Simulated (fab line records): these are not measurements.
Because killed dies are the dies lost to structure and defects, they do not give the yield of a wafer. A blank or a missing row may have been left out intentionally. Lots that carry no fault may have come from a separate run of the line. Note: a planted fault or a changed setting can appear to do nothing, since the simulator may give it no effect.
Which tool did it?	flow gf180mcu	13 lots with 39 wafers sampled at 6 steps, on a route of 602 steps

## WHAT THE GAUGES SHOWED, per wafer
GF_DUAL_GATE_THK_MEAS_03. Usual: DUAL_GATE_OXIDATION_00_THK typically reads 10.83 nm, with standard deviation 0.21.
lot	measured	on	DUAL_GATE_OXIDATION_00_THK (nm)	flag
L381	day 7 19:01	film metro-03	10.76 10.69 10.79	
L382	day 7 23:16	film metro-01	10.92 11.01 10.90	
L383	day 8 06:32	film metro-03	10.81 10.91 10.76	
L388	day 9 12:46	film metro-02	10.81 10.74 10.82	
L393	day 10 23:59	film metro-03	10.74 10.73 10.77	
L394	day 11 03:55	film metro-02	11.00 10.96 11.10	
L396	day 12 03:31	film metro-02	11.00 11.07 11.07	
L397	day 12 13:19	film metro-02	10.81 10.93 10.92	
L398	day 12 17:59	film metro-02	11.02 10.92 11.01	
L399	day 12 17:59	film metro-03	11.09 11.13 11.01	
L400	day 13 00:36	film metro-02	10.82 10.68 10.82	
L402	day 13 15:47	film metro-02	10.58 10.61 10.60	
L404	day 14 04:37	film metro-03	10.57 10.78 10.72	

GF_HV_LDD_OVL_MEAS_47. Usual: HV_LDD_03_OVL typically reads -2.0 nm, with standard deviation 1.5.
lot	measured	on	HV_LDD_03_OVL (nm)	flag
L381	day 12 11:38	overlay-02	1.3 -0.6 -1.1	
L382	day 12 16:41	overlay-02	-2.7 -1.7 -2.5	
L383	day 13 00:49	overlay-02	-0.7 -1.3 -3.0	
L388	day 14 14:58	overlay-02	-0.3 -4.1 -2.2	
L393	day 16 07:09	overlay-01	0.9 0.2 -1.7	
L394	day 16 17:44	overlay-02	-1.5 1.0 -0.9	
L396	day 17 18:56	overlay-01	-0.7 0.4 -3.7	
L397	day 18 04:43	overlay-01	-1.6 -2.6 -2.2	
L398	day 18 13:20	overlay-01	-3.9 -3.4 -3.1	
L399	day 18 13:38	overlay-02	-2.9 -1.2 -3.5	
L400	day 18 18:09	overlay-02	-5.8 -1.5 -3.1	
L402	day 19 13:50	overlay-02	-1.4 -0.7 -1.7	
L404	day 20 03:41	overlay-01	-3.3 -2.9 -3.7	

GF_NSD_CD_MEAS_07: target cd 400 nm. Usual: 398.9 nm for cd nm, sd 2.6.
lot	measured	on	cd nm (nm)	flag
L381	day 13 09:50	cd sem-01	399.4 399.3 396.4	
L382	day 13 15:20	cd sem-01	397.1 396.0 399.2	
L383	day 14 00:52	cd sem-01	401.9 401.1 404.3	
L388	day 15 14:03	cd sem-01	- - -	OFF
L393	day 17 09:44	cd sem-02	401.6 398.8 401.7	
L394	day 17 20:13	cd sem-02	399.5 395.7 396.8	
L396	day 18 22:07	cd sem-01	401.5 401.6 403.5	
L397	day 19 07:56	cd sem-01	399.4 396.5 398.7	
L398	day 19 18:30	cd sem-02	397.0 400.9 402.3	
L399	day 19 18:33	cd sem-01	398.3 398.2 398.6	
L400	day 19 21:19	cd sem-01	404.6 405.3 403.9	
L402	day 20 16:24	cd sem-01	396.7 394.8 394.0	
L404	day 21 07:33	cd sem-02	398.2 397.7 396.5	

GF_NSD_TW_MEAS_12. Usual: NSD_TW typically reads 4231, with standard deviation 32.
lot	measured	on	NSD_TW	flag
L381	day 13 10:22	film metro-03	4219 4224 4233	
L382	day 13 15:53	film metro-04	4226 4232 4240	
L383	day 14 01:23	film metro-04	4267 4289 4261	
L388	day 15 14:36	film metro-04	30 30 30	OFF
L393	day 17 10:17	film metro-04	4238 4245 4236	
L394	day 17 20:46	film metro-04	4248 4225 4227	
L396	day 18 22:40	film metro-03	4214 4210 4199	
L397	day 19 08:29	film metro-01	4196 4210 4206	
L398	day 19 19:03	film metro-01	4206 4205 4181	
L399	day 19 19:06	film metro-04	4266 4271 4243	
L400	day 19 21:52	film metro-03	4198 4204 4208	
L402	day 20 16:57	film metro-01	4184 4173 4170	
L404	day 21 08:06	film metro-01	4215 4209 4209	

GF_SAB_CD_MEAS_09: target cd 420 nm. Usual: 419.6 nm for cd nm, sd 2.1.
lot	measured	on	cd nm (nm)	flag
L381	day 15 03:04	cd sem-01	417.6 421.3 419.7	
L382	day 15 09:19	cd sem-02	419.7 418.6 419.2	
L383	day 15 20:14	cd sem-02	418.0 417.7 417.2	
L388	day 17 12:27	cd sem-01	419.6 419.5 418.8	
L393	day 19 09:56	cd sem-01	420.0 420.1 419.0	
L394	day 19 21:33	cd sem-02	422.6 419.6 420.8	
L396	day 20 23:25	cd sem-01	416.8 418.1 416.6	
L397	day 21 09:11	cd sem-01	418.5 419.4 418.7	
L398	day 21 19:27	cd sem-02	418.5 419.8 419.7	
L399	day 21 19:49	cd sem-02	421.0 420.6 419.4	
L400	day 21 22:23	cd sem-01	420.4 419.1 420.7	
L402	day 22 16:28	cd sem-02	416.3 419.8 418.5	
L404	day 23 06:58	cd sem-01	418.5 418.6 417.1	

## TOOL THAT RAN EACH LOT (tool first, then ch and the chambers of the sampled wafers, then the start)
lot	GF_NSD_EXPOSE_04
L381	iline stepper-02 ch 0, day 12 23:42
L382	iline stepper-01 ch 0, day 13 05:48
L383	iline stepper-02 ch 0, day 13 15:12
L388	iline stepper-01 ch 0, day 15 04:10
L393	iline stepper-02 ch 0, day 16 22:52
L394	iline stepper-02 ch 0, day 17 09:14
L396	iline stepper-01 ch 0, day 18 10:10
L397	iline stepper-02 ch 0, day 18 20:19
L398	iline stepper-02 ch 0, day 19 06:00
L399	iline stepper-02 ch 0, day 19 06:22
L400	iline stepper-02 ch 0, day 19 08:55
L402	iline stepper-02 ch 0, day 20 04:48
L404	iline stepper-02 ch 0, day 20 19:54
- GF_NSD_EXPOSE_04: exposes mask Nplus, target cd 400 nm.

## WHAT THE TOOLS THEMSELVES READ (means of the sampled wafers that have a number; where no wafer has one, the mark that the record gives instead)
The record holds no such reading with a usual standard deviation.

## THE ANSWER, worked out from the rows above alone
Rule: take the mean of a lot's wafers that have a number; if it is more than 3 standard deviations from the usual mean, the lot is off. Also off: a lot with no number at a reading for which 4 or more lots have one. The other lots that the step has rows for count as sound. After the gauges, taken in route order, come the tools' own readings; for these a lot's mean is taken, as printed above. At the first step where some lot is off, the reading lying furthest off is the one used; lots without a number count as furthest.
Off: L388 (GF_NSD_CD_MEAS_07, cd nm). Without a number there: L388.
If a tool, at a process step before that reading, ran all the lots that are off and no sound lot after the first of them, it fits. Not tried: the gauges at GF_NSD_CD_MEAS_07; whatever is off there is also off at GF_NSD_TW_MEAS_12, on other tools, and gauge error can't account for it. Of those tried, none fits.

## WHAT WAS PUT IN BY THE SIMULATOR
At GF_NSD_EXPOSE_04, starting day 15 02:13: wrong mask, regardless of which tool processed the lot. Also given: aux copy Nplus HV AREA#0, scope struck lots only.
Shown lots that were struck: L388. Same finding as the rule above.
